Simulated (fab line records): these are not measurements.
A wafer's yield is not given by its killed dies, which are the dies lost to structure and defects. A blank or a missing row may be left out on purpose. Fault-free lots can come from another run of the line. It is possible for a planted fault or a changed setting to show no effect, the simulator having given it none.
Chamber matching :: flow sky130 :: SKY_METAL4_ETCH_17 on rie_diel-03: 4 sister chambers
The step etches SiO2 in C4F8/O2/Ar, stops on TiN, time 3.9 s, target depth 15 nm. 18 wafers are shown with their chamber, then 9 later ones without.

EACH WAFER AND ITS CHAMBER
wafer: L160.2
chamber: 3
rf_fwd_power_W (W): 1488
oes_product_au (a.u.): 0.748

wafer: L160.5
chamber: 2
rf_fwd_power_W (W): 1464
oes_product_au (a.u.): 0.754

wafer: L160.6
chamber: 1
rf_fwd_power_W (W): 1462
oes_product_au (a.u.): 0.750

wafer: L159.1
chamber: 3
rf_fwd_power_W (W): 1491
oes_product_au (a.u.): 0.754

wafer: L159.2
chamber: 0
rf_fwd_power_W (W): 1472
oes_product_au (a.u.): 0.753

wafer: L159.5
chamber: 1
rf_fwd_power_W (W): 1463
oes_product_au (a.u.): 0.752

wafer: L161.1
chamber: 3
rf_fwd_power_W (W): 1480
oes_product_au (a.u.): 0.758

wafer: L161.2
chamber: 0
rf_fwd_power_W (W): 1473
oes_product_au (a.u.): 0.758

wafer: L161.4
chamber: 1
rf_fwd_power_W (W): 1474
oes_product_au (a.u.): 0.744

wafer: L162.1
chamber: 3
rf_fwd_power_W (W): 1480
oes_product_au (a.u.): 0.744

wafer: L162.3
chamber: 2
rf_fwd_power_W (W): 1466
oes_product_au (a.u.): 0.751

wafer: L162.4
chamber: 1
rf_fwd_power_W (W): 1464
oes_product_au (a.u.): 0.748

wafer: L164.2
chamber: 0
rf_fwd_power_W (W): 1483
oes_product_au (a.u.): 0.752

wafer: L164.5
chamber: 1
rf_fwd_power_W (W): 1467
oes_product_au (a.u.): 0.762

wafer: L164.6
chamber: 0
rf_fwd_power_W (W): 1479
oes_product_au (a.u.): 0.751

wafer: L165.1
chamber: 3
rf_fwd_power_W (W): 1485
oes_product_au (a.u.): 0.752

wafer: L165.2
chamber: 2
rf_fwd_power_W (W): 1468
oes_product_au (a.u.): 0.754

wafer: L165.5
chamber: 0
rf_fwd_power_W (W): 1476
oes_product_au (a.u.): 0.759

SIGNATURES (averages over the wafers above)
reading: rf_fwd_power_W
chamber 0: 1476.60
chamber 1: 1466.00
chamber 2: 1466.00
chamber 3: 1484.80
scatter within a chamber: 4.46

reading: oes_product_au
chamber 0: 0.75460
chamber 1: 0.75120
chamber 2: 0.75300
chamber 3: 0.75120
scatter within a chamber: 0.00505
Rule: a wafer's distance from a chamber is the root of the sum, over the readings, of the square of ((its reading less the chamber's mean) divided by the reading's scatter). If the next closest chamber is less than 2 further off than the closest, the wafer can't be placed; otherwise it belongs to the closest. The scatter: the root of (the sum of the squares of (reading less its chamber's mean) over the shown wafers, divided by (wafers less chambers)).

WAFERS WHOSE CHAMBER IS MISSING
wafer: L168.1
rf_fwd_power_W (W): 1459
oes_product_au (a.u.): 0.737

wafer: L168.2
rf_fwd_power_W (W): 1469
oes_product_au (a.u.): 0.761

wafer: L168.6
rf_fwd_power_W (W): 1476
oes_product_au (a.u.): 0.763

wafer: L173.1
rf_fwd_power_W (W): 1480
oes_product_au (a.u.): 0.739

wafer: L173.2
rf_fwd_power_W (W): 1458
oes_product_au (a.u.): 0.746

wafer: L173.6
rf_fwd_power_W (W): 1480
oes_product_au (a.u.): 0.740

wafer: L178.1
rf_fwd_power_W (W): 1471
oes_product_au (a.u.): 0.757

wafer: L178.3
rf_fwd_power_W (W): 1473
oes_product_au (a.u.): 0.755

wafer: L178.6
rf_fwd_power_W (W): 1470
oes_product_au (a.u.): 0.748

WHICH CHAMBER EACH WENT THROUGH
wafer: L168.1
from the rows above: can't be placed: 1 or 2
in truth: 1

wafer: L168.2
from the rows above: can't be placed: 2 or 1 or 0
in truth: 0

wafer: L168.6
from the rows above: can't be placed: 0 or 2 or 3 or 1
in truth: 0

wafer: L173.1
from the rows above: can't be placed: 3 or 0 or 1 or 2
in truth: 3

wafer: L173.2
from the rows above: can't be placed: 1 or 2
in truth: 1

wafer: L173.6
from the rows above: can't be placed: 3 or 0 or 1 or 2
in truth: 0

wafer: L178.1
from the rows above: can't be placed: 0 or 2 or 1 or 3
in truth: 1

wafer: L178.3
from the rows above: can't be placed: 0 or 2 or 1 or 3
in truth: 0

wafer: L178.6
from the rows above: can't be placed: 1 or 2 or 0
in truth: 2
Placed correctly: 0 of 9. Can't be placed from these rows: 9 (the true chamber is among the candidates in 9). Number placed wrongly: 0.
